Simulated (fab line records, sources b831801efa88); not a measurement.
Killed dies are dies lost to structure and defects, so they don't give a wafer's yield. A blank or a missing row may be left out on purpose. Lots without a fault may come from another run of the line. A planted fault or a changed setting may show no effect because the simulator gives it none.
Which tool did it? | flow sky130 | 11 lots, 33 wafers sampled, at 5 steps of a route of 708

WHAT THE GAUGES READ, wafer by wafer
SKY_FIELD_ISO_THK_MEAS_25.
lot  | measured    | on            | FIELD_ISO_CVD_24_THK (nm)
L417 | day 2 06:53 | film_metro-02 | 585 599 584
L423 | day 3 16:36 | film_metro-02 | 594 590 588
L424 | day 3 19:31 | film_metro-02 | 591 596 596
L425 | day 4 04:22 | film_metro-04 | 594 586 599
L426 | day 4 08:47 | film_metro-03 | 599 591 599
L429 | day 5 00:04 | film_metro-03 | 597 586 602
L430 | day 5 06:07 | film_metro-03 | 597 586 591
L431 | day 5 08:42 | film_metro-03 | 600 590 586
L433 | day 5 19:38 | film_metro-04 | 594 600 587
L438 | day 6 19:35 | film_metro-04 | 590 596 592
L440 | day 7 06:12 | film_metro-02 | 602 603 596

SKY_VT_ADJUST_NCORE_TW_MEAS_11.
lot  | measured     | on            | VT_ADJUST_NCORE_TW
L417 | day 8 13:27  | film_metro-03 | 222.1 221.9 220.7
L423 | day 10 12:02 | film_metro-04 | 220.5 220.4 221.0
L424 | day 10 23:46 | film_metro-04 | 220.3 221.4 221.2
L425 | day 11 09:28 | film_metro-02 | 218.4 219.0 220.0
L426 | day 11 20:01 | film_metro-02 | 219.1 218.2 219.1
L429 | day 12 17:04 | film_metro-04 | 227.5 226.4 227.2
L430 | day 12 13:26 | film_metro-03 | 223.0 222.3 221.3
L431 | day 12 22:02 | film_metro-04 | 225.7 226.8 226.1
L433 | day 13 08:58 | film_metro-03 | 227.4 230.1 229.8
L438 | day 14 16:56 | film_metro-02 | 220.1 219.0 218.9
L440 | day 15 18:34 | film_metro-03 | 223.5 222.7 222.3

WHICH TOOL RAN EACH LOT (tool, then ch and the chambers of the sampled wafers, then the start)
lot  | SKY_PWDE_STRIP_09                   | SKY_VT_ADJUST_LVTN_STRIP_09          | SKY_VT_ADJUST_NCORE_IMPLANT_09
L417 | plasma_asher-03 ch 0, day 3 20:29   | plasma_asher-03 ch 0, day 6 20:18    | implanter-02 ch 0, day 8 13:13
L423 | plasma_asher-04 ch 0,1, day 5 07:40 | plasma_asher-03 ch 0,1, day 8 14:56  | implanter-01 ch 0, day 10 11:49
L424 | plasma_asher-03 ch 0,1, day 5 16:20 | plasma_asher-03 ch 0,1, day 9 01:11  | implanter-02 ch 0, day 10 23:32
L425 | plasma_asher-01 ch 0,1, day 6 01:44 | plasma_asher-03 ch 0,1, day 9 11:34  | implanter-02 ch 0, day 11 09:13
L426 | plasma_asher-04 ch 0, day 6 08:25   | plasma_asher-03 ch 0,1, day 9 21:51  | implanter-04 ch 0, day 11 19:46
L429 | plasma_asher-01 ch 0,1, day 6 20:56 | plasma_asher-01 ch 0,1, day 10 17:55 | implanter-02 ch 0, day 12 16:50
L430 | plasma_asher-03 ch 0,1, day 7 01:11 | plasma_asher-03 ch 0,1, day 10 13:56 | implanter-01 ch 0, day 12 13:11
L431 | plasma_asher-04 ch 0,1, day 7 04:53 | plasma_asher-03 ch 0,1, day 10 21:47 | implanter-02 ch 0, day 12 21:49
L433 | plasma_asher-01 ch 0,1, day 7 15:51 | plasma_asher-02 ch 0,1, day 11 07:57 | implanter-02 ch 0, day 13 08:43
L438 | plasma_asher-03 ch 0,1, day 8 16:32 | plasma_asher-01 ch 0,1, day 12 13:14 | implanter-01 ch 0, day 14 16:43
L440 | plasma_asher-04 ch 0,1, day 9 13:14 | plasma_asher-02 ch 0,1, day 13 12:49 | implanter-01 ch 0, day 15 18:19
- SKY_PWDE_STRIP_09: strips in O2/N2.
- SKY_VT_ADJUST_LVTN_STRIP_09: strips in O2/N2.
- SKY_VT_ADJUST_NCORE_IMPLANT_09

WHAT THE TOOLS THEMSELVES READ (means of the sampled wafers that have a number; where no wafer has one, the mark that the record gives instead)
SKY_PWDE_STRIP_09.
lot  | tool            | drypump_motor_current_A (A) | n2_flow_sccm (sccm) | oes_product_au (a.u.) | strip_time_to_endpoint_s (s)
L417 | plasma_asher-03 | 5.4                         | 299.5               | 0.723                 | 36.87
L423 | plasma_asher-04 | 6.1                         | 299.1               | 0.723                 | 36.90
L424 | plasma_asher-03 | 5.9                         | 300.8               | 0.726                 | 36.86
L425 | plasma_asher-01 | 5.8                         | 300.2               | 0.725                 | 37.01
L426 | plasma_asher-04 | 6.1                         | 300.1               | 0.722                 | 36.91
L429 | plasma_asher-01 | 5.8                         | 300.6               | 0.725                 | 36.88
L430 | plasma_asher-03 | 5.6                         | 300.1               | 0.722                 | 36.96
L431 | plasma_asher-04 | 6.1                         | 300.4               | 0.717                 | 36.93
L433 | plasma_asher-01 | 5.8                         | 300.8               | 0.720                 | 36.85
L438 | plasma_asher-03 | 5.9                         | 300.7               | 0.724                 | 36.92
L440 | plasma_asher-04 | 6.1                         | 298.9               | 0.726                 | 36.98

SKY_VT_ADJUST_LVTN_STRIP_09.
lot  | tool            | drypump_motor_current_A (A) | n2_flow_sccm (sccm) | oes_product_au (a.u.) | strip_time_to_endpoint_s (s)
L417 | plasma_asher-03 | 5.4                         | 300.2               | 0.719                 | 36.91
L423 | plasma_asher-03 | 5.7                         | 300.4               | 0.727                 | 36.88
L424 | plasma_asher-03 | 5.9                         | 300.2               | 0.724                 | 36.90
L425 | plasma_asher-03 | 5.6                         | 299.8               | 0.722                 | 36.98
L426 | plasma_asher-03 | 5.9                         | 299.6               | 0.722                 | 36.93
L429 | plasma_asher-01 | 5.5                         | 299.5               | 0.720                 | 36.84
L430 | plasma_asher-03 | 5.7                         | 300.5               | 0.720                 | 36.87
L431 | plasma_asher-03 | 5.6                         | 300.0               | 0.724                 | 36.97
L433 | plasma_asher-02 | 5.8                         | 301.1               | 0.721                 | 36.86
L438 | plasma_asher-01 | 5.8                         | 300.7               | 0.725                 | 36.99
L440 | plasma_asher-02 | 5.8                         | 299.3               | 0.724                 | 37.06

SKY_VT_ADJUST_NCORE_IMPLANT_09.
lot  | tool         | beam_energy_keV | beam_on_s (s) | dose_ions_cm2 | end_station_pressure_torr (Torr) | faraday_current_uA
L417 | implanter-02 | 9.9978          | 10.14         | 2.400e+12     | 4.96e-06                         | 13.36
L423 | implanter-01 | 10.0003         | 10.15         | 2.398e+12     | 4.96e-06                         | 13.35
L424 | implanter-02 | 10.0010         | 10.22         | 2.402e+12     | 5.01e-06                         | 13.23
L425 | implanter-02 | 10.0020         | 9.92          | 2.394e+12     | 5.31e-06                         | 13.66
L426 | implanter-04 | 9.9984          | 9.88          | 2.397e+12     | 4.90e-06                         | 13.67
L429 | implanter-02 | 10.0010         | 10.99         | 2.400e+12     | 6.87e-05                         | 11.98
L430 | implanter-01 | 9.9988          | 9.88          | 2.396e+12     | 5.04e-06                         | 13.70
L431 | implanter-02 | 10.0000         | 10.99         | 2.397e+12     | 7.26e-05                         | 11.91
L433 | implanter-02 | 9.9996          | 11.07         | 2.403e+12     | 6.77e-05                         | 11.89
L438 | implanter-01 | 9.9987          | 10.03         | 2.395e+12     | 4.55e-06                         | 13.47
L440 | implanter-01 | 10.0013         | 10.04         | 2.400e+12     | 4.89e-06                         | 13.49

THE ANSWER, worked out from the rows above alone
Rule: what is usual is taken from the lots themselves. Put in order of their means at a reading, lots are off if they are a third of the lots or fewer, leave a main group of 4 or more, and stand apart from it by a gap of 3 or more times the standard deviation of the main group's means; of several such gaps the widest counts. A main group whose means are all the same, to the digits that the tables above print for the reading, isn't used. A lot without any number at a reading at which 4 lots or more have one is off too. The other lots that the step has rows for count as sound. The gauges are gone through in route order, then the tools' own readings, and for those a lot's mean is taken as printed above. The first step at which some lot is off is used, and at that step the reading that is off furthest; a lot without a number counts as furthest.
Off: L429, L431, L433, at SKY_VT_ADJUST_NCORE_IMPLANT_09 (end_station_pressure_torr). The main group: mean 4.95e-06 Torr, standard deviation 2e-07.
A tool fits if, at that step or a process step before it, it ran every lot that is off, and no sound lot after the first of them. One fits: implanter-02 at SKY_VT_ADJUST_NCORE_IMPLANT_09. Its last sound lot is L425 (day 11 09:13), its first lot that is off L429 (day 12 16:50): a fault that began between those two fits.
The tool's own readings at SKY_VT_ADJUST_NCORE_IMPLANT_09 bear it out: on the lots that are off they differ by more than 5 times the standard deviation of the sound lots' means. beam_on_s reads 11.02 s there against 10.03 s on the sound lots; end_station_pressure_torr reads 6.97e-05 Torr there against 4.95e-06 Torr on the sound lots; faraday_current_uA reads 11.93 there against 13.49 on the sound lots.

WHAT THE SIMULATOR HAD PUT IN
Process parameter drift: implanter-02, from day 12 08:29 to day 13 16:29, at SKY_VT_ADJUST_NCORE_IMPLANT_09. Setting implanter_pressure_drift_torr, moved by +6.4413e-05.
Process parameter drift: implanter-02, from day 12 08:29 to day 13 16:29, at SKY_VT_ADJUST_NCORE_IMPLANT_09. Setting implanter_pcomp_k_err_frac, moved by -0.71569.
Lots struck among those shown: L429, L431, L433. The rule above found the same.
